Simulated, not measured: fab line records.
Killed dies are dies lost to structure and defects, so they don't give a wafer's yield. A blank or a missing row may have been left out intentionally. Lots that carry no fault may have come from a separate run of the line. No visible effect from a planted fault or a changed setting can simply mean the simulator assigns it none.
Chamber matching    flow sky130    SKY_VIA4_CMP_21 on cmp-02 has 4 sister chambers
The step polishes, stops on SiO2, t overpolish 25 s, target thk 0 nm. 16 wafers are shown with their chamber, then 8 later ones without.

WAFERS WITH THEIR CHAMBER
wafer   chamber  motor_current_A (A)  time_to_endpoint_s (s)  overpolish_run_s (s)
L838.1  2        10.6                 126                     24.984
L838.4  3        9.8                  129                     24.992
L838.6  3        10.0                 125                     25.020
L840.2  0        10.5                 122                     25.007
L840.3  2        10.2                 130                     25.003
L840.5  3        9.7                  127                     24.992
L844.2  3        9.7                  118                     24.997
L844.3  1        12.3                 128                     25.006
L844.6  0        10.5                 117                     24.997
L846.1  3        10.0                 123                     25.002
L846.3  2        10.4                 127                     24.989
L846.6  0        10.6                 123                     25.005
L854.1  3        9.6                  124                     25.001
L854.2  0        10.5                 121                     25.016
L854.6  3        10.0                 115                     25.015
L858.1  2        10.7                 122                     25.003

SIGNATURES, as means of the wafers listed above
reading             chamber 0  chamber 1  chamber 2  chamber 3  scatter within a chamber
motor_current_A     10.525     12.300     10.475     9.829      0.166
time_to_endpoint_s  120.75     128.00     126.25     123.00     4.08
overpolish_run_s    25.00625   25.00600   24.99475   25.00271   0.00993
Rule: a wafer's distance from a chamber is the root of the sum, over the readings, of the square of ((its reading less the chamber's mean) divided by the reading's scatter). If the next closest chamber is less than 2 further off than the closest, the wafer can't be placed; otherwise it belongs to the closest. The scatter is the square root of a quotient: the sum, over the shown wafers, of each reading's squared deviation from its chamber's mean, divided by wafers minus chambers.

WAFERS WITH NO CHAMBER GIVEN
wafer   motor_current_A (A)  time_to_endpoint_s (s)  overpolish_run_s (s)
L858.2  12.5                 121                     25.006
L858.4  10.0                 115                     24.981
L861.2  10.9                 118                     25.002
L861.5  12.3                 118                     24.991
L861.6  10.6                 104                     24.994
L860.2  12.7                 122                     25.011
L860.4  9.7                  117                     24.999
L860.6  10.3                 125                     24.995

WHICH CHAMBER EACH ONE RAN IN
wafer   from the rows above           in truth
L858.2  1                             1
L858.4  can't be placed: 3 or 2 or 0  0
L861.2  can't be placed: 0 or 2       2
L861.5  1                             1
L861.6  can't be placed: 0 or 2       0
L860.2  1                             1
L860.4  3                             3
L860.6  can't be placed: 2 or 0 or 3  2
Correct placement for 4 of the 8. From these rows, 4 cannot be placed; in 4 the true chamber is one of the candidates. 0 placed wrongly.
